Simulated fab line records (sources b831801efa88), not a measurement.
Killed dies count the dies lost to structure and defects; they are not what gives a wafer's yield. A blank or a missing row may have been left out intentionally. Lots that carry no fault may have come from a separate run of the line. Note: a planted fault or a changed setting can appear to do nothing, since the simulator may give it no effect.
The tool behind it: which one? -- flow sky130 -- 14 lots, 42 wafers sampled, at 5 steps of a route of 708

== WHAT THE GAUGES READ, wafer by wafer ==
SKY_VT_ADJUST_PCH_OVL_MEAS_07. Usual: for VT_ADJUST_PCH_OVL the level is 0.6 nm and the standard deviation is 1.3.
lot,measured,on,VT_ADJUST_PCH_OVL (nm),flag
L930,day 10 14:28,overlay-02,0.1 0.3 1.4,
L932,day 11 03:25,overlay-01,0.2 0.6 0.8,
L933,day 11 11:55,overlay-01,1.1 2.3 0.4,
L935,day 12 02:25,overlay-01,1.0 0.7 3.2,
L937,day 12 16:12,overlay-01,0.6 0.7 0.7,
L939,day 13 05:43,overlay-01,-1.6 -1.2 -0.7,
L940,day 13 09:50,overlay-01,-1.6 -1.2 -2.8,
L941,day 13 16:31,overlay-02,0.8 -2.0 0.7,
L942,day 14 04:07,overlay-02,-1.2 -0.6 -1.6,
L944,day 15 00:43,overlay-02,2.4 1.4 2.4,
L945,day 15 04:15,overlay-01,1.6 2.6 1.0,
L946,day 15 17:04,overlay-01,2.4 2.1 2.6,
L952,day 17 12:38,overlay-02,1.7 -0.6 1.5,
L953,day 17 23:37,overlay-01,0.4 1.0 1.9,

SKY_LDD_P_CD_MEAS_07 targets a cd of 380 nm. Usual: cd-nm 380.0 nm, standard deviation 2.2.
lot,measured,on,cd-nm (nm),flag
L930,day 19 03:47,cd-sem-01,381.3 379.8 383.6,
L932,day 19 20:17,cd-sem-01,377.9 377.8 378.7,
L933,day 20 09:52,cd-sem-02,381.0 378.9 379.5,
L935,day 21 01:04,cd-sem-01,380.5 382.2 384.9,
L937,day 21 17:49,cd-sem-01,382.4 381.0 382.4,
L939,day 22 14:20,cd-sem-01,379.1 379.1 376.5,
L940,day 22 17:48,cd-sem-01,381.3 383.7 383.5,
L941,day 23 02:32,cd-sem-01,379.7 379.7 376.6,
L942,day 23 09:01,cd-sem-02,378.7 378.0 379.0,
L944,day 24 11:49,cd-sem-02,350.0 346.6 349.1,OFF
L945,day 24 16:50,cd-sem-02,375.8 379.4 379.9,
L946,day 25 05:07,cd-sem-02,348.6 346.6 348.5,OFF
L952,day 27 01:36,cd-sem-01,377.3 379.5 377.9,
L953,day 27 12:23,cd-sem-01,379.8 378.4 377.2,

SKY_LDD_LDN_OVL_MEAS_07. Usual: for LDD_LDN_OVL the level is -0.3 nm and the standard deviation is 1.2.
lot,measured,on,LDD_LDN_OVL (nm),flag
L930,day 23 00:35,overlay-01,-0.4 -1.7 -0.6,
L932,day 23 16:10,overlay-01,-0.8 -1.4 -0.3,
L933,day 24 06:46,overlay-02,1.9 1.2 0.6,
L935,day 24 21:07,overlay-02,0.0 0.3 0.6,
L937,day 25 12:04,overlay-01,-0.6 -0.6 0.3,
L939,day 26 07:46,overlay-01,1.0 -0.6 0.9,
L940,day 26 11:02,overlay-02,1.4 -0.5 -0.9,
L941,day 26 20:10,overlay-02,1.8 1.2 -0.3,
L942,day 27 03:10,overlay-02,-1.8 1.1 -1.3,
L944,day 28 03:46,overlay-02,-0.2 -1.6 -0.7,
L945,day 28 08:37,overlay-01,-2.3 -1.0 -1.5,
L946,day 28 19:19,overlay-01,2.1 1.2 -0.2,
L952,day 30 12:11,overlay-01,-0.4 -0.7 0.9,
L953,day 30 23:13,overlay-02,-1.0 1.3 -0.9,

== EACH LOT AND THE TOOL THAT RAN IT (in order: tool; ch and the chambers of the sampled wafers; start) ==
lot,SKY_VT_ADJUST_HVTR_STRIP_10,SKY_LDD_P_DEVELOP_06
L930,"plasma-asher-04 ch 0,1, day 9 16:58","litho-track-03 ch 0, day 19 03:38"
L932,"plasma-asher-02 ch 0,1, day 10 07:06","litho-track-03 ch 0, day 19 20:08"
L933,"plasma-asher-04 ch 0,1, day 10 14:46","litho-track-01 ch 0, day 20 09:43"
L935,"plasma-asher-02 ch 0,1, day 11 03:33","litho-track-03 ch 0, day 21 00:55"
L937,"plasma-asher-02 ch 0,1, day 11 15:55","litho-track-03 ch 0, day 21 17:40"
L939,"plasma-asher-03 ch 0,1, day 12 05:10","litho-track-01 ch 0, day 22 14:11"
L940,"plasma-asher-04 ch 0,1, day 12 08:59","litho-track-03 ch 0, day 22 17:40"
L941,"plasma-asher-02 ch 0,1, day 12 15:37","litho-track-01 ch 0, day 23 02:23"
L942,"plasma-asher-03 ch 0,1, day 13 02:30","litho-track-01 ch 0, day 23 08:52"
L944,"plasma-asher-03 ch 0,1, day 13 22:16","litho-track-01 ch 0, day 24 11:40"
L945,"plasma-asher-04 ch 0,1, day 14 02:06","litho-track-02 ch 0, day 24 16:41"
L946,"plasma-asher-04 ch 0,1, day 14 13:45","litho-track-01 ch 0, day 25 04:55"
L952,"plasma-asher-04 ch 0,1, day 16 07:58","litho-track-03 ch 0, day 27 01:28"
L953,"plasma-asher-02 ch 0,1, day 16 18:52","litho-track-03 ch 0, day 27 12:14"
- SKY_VT_ADJUST_HVTR_STRIP_10: strips in O2/N2.
- SKY_LDD_P_DEVELOP_06: develop time 60 s.

== WHAT THE TOOLS THEMSELVES READ (means of the sampled wafers that have a number; where no wafer has one, the mark that the record gives instead) ==
SKY_VT_ADJUST_HVTR_STRIP_10. Usual: drypump-motor-current-A 5.9 A, standard deviation 0.42; oes-product-au 0.715 a.u., standard deviation 0.0046; strip-time-to-endpoint-s 14.19 s, standard deviation 0.041.
lot,tool,drypump-motor-current-A (A),oes-product-au (a.u.),strip-time-to-endpoint-s (s),flag
L930,plasma-asher-04,5.7,0.717,14.20,
L932,plasma-asher-02,6.1,0.714,14.26,
L933,plasma-asher-04,5.8,0.715,14.24,
L935,plasma-asher-02,6.5,0.713,14.20,
L937,plasma-asher-02,6.1,0.713,14.23,
L939,plasma-asher-03,5.7,0.718,14.15,
L940,plasma-asher-04,5.6,0.714,14.20,
L941,plasma-asher-02,6.1,0.712,14.17,
L942,plasma-asher-03,5.7,0.713,14.22,
L944,plasma-asher-03,5.7,0.715,14.20,
L945,plasma-asher-04,5.6,0.716,14.17,
L946,plasma-asher-04,5.8,0.716,14.14,
L952,plasma-asher-04,5.8,0.715,14.13,
L953,plasma-asher-02,6.5,0.720,14.18,

SKY_LDD_P_DEVELOP_06. Usual: developer-temp-C 23.01 C, standard deviation 0.12.
lot,tool,developer-temp-C (C),flag
L930,litho-track-03,23.10,
L932,litho-track-03,23.01,
L933,litho-track-01,22.95,
L935,litho-track-03,23.19,
L937,litho-track-03,22.99,
L939,litho-track-01,22.91,
L940,litho-track-03,23.11,
L941,litho-track-01,23.12,
L942,litho-track-01,23.07,
L944,litho-track-01,22.84,
L945,litho-track-02,23.10,
L946,litho-track-01,23.04,
L952,litho-track-03,22.96,
L953,litho-track-03,23.07,

== THE ANSWER, worked out from the rows above alone ==
Rule: a lot is off if the mean of its wafers that have a number lies more than 3 standard deviations from the usual mean. A lot without any number at a reading at which 4 lots or more have one is off too. Where the step has rows for the other lots, those lots are counted as sound. After the gauges, taken in route order, come the tools' own readings; for these a lot's mean is taken, as printed above. The first step at which some lot is off is used, and at that step the reading that is off furthest; a lot without a number counts as furthest.
Off: L944, L946, at SKY_LDD_P_CD_MEAS_07 (cd-nm).
If a tool, at a process step before that reading, ran all the lots that are off and no sound lot after the first of them, it fits. Gauges at SKY_LDD_P_CD_MEAS_07: tried the same way as those tools. One fits: SKY_LDD_P_DEVELOP_06 on litho-track-01. A fault onset in the window from L942 (day 23 08:52, its last sound lot) to L944 (day 24 11:40, its first lot off) fits.

== WHAT HAD BEEN PUT IN BY THE SIMULATOR ==
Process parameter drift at SKY_LDD_P_DEVELOP_06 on litho-track-01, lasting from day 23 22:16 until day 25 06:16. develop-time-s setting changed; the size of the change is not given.
Shown lots that were struck: L944, L946. Same finding as the rule above.
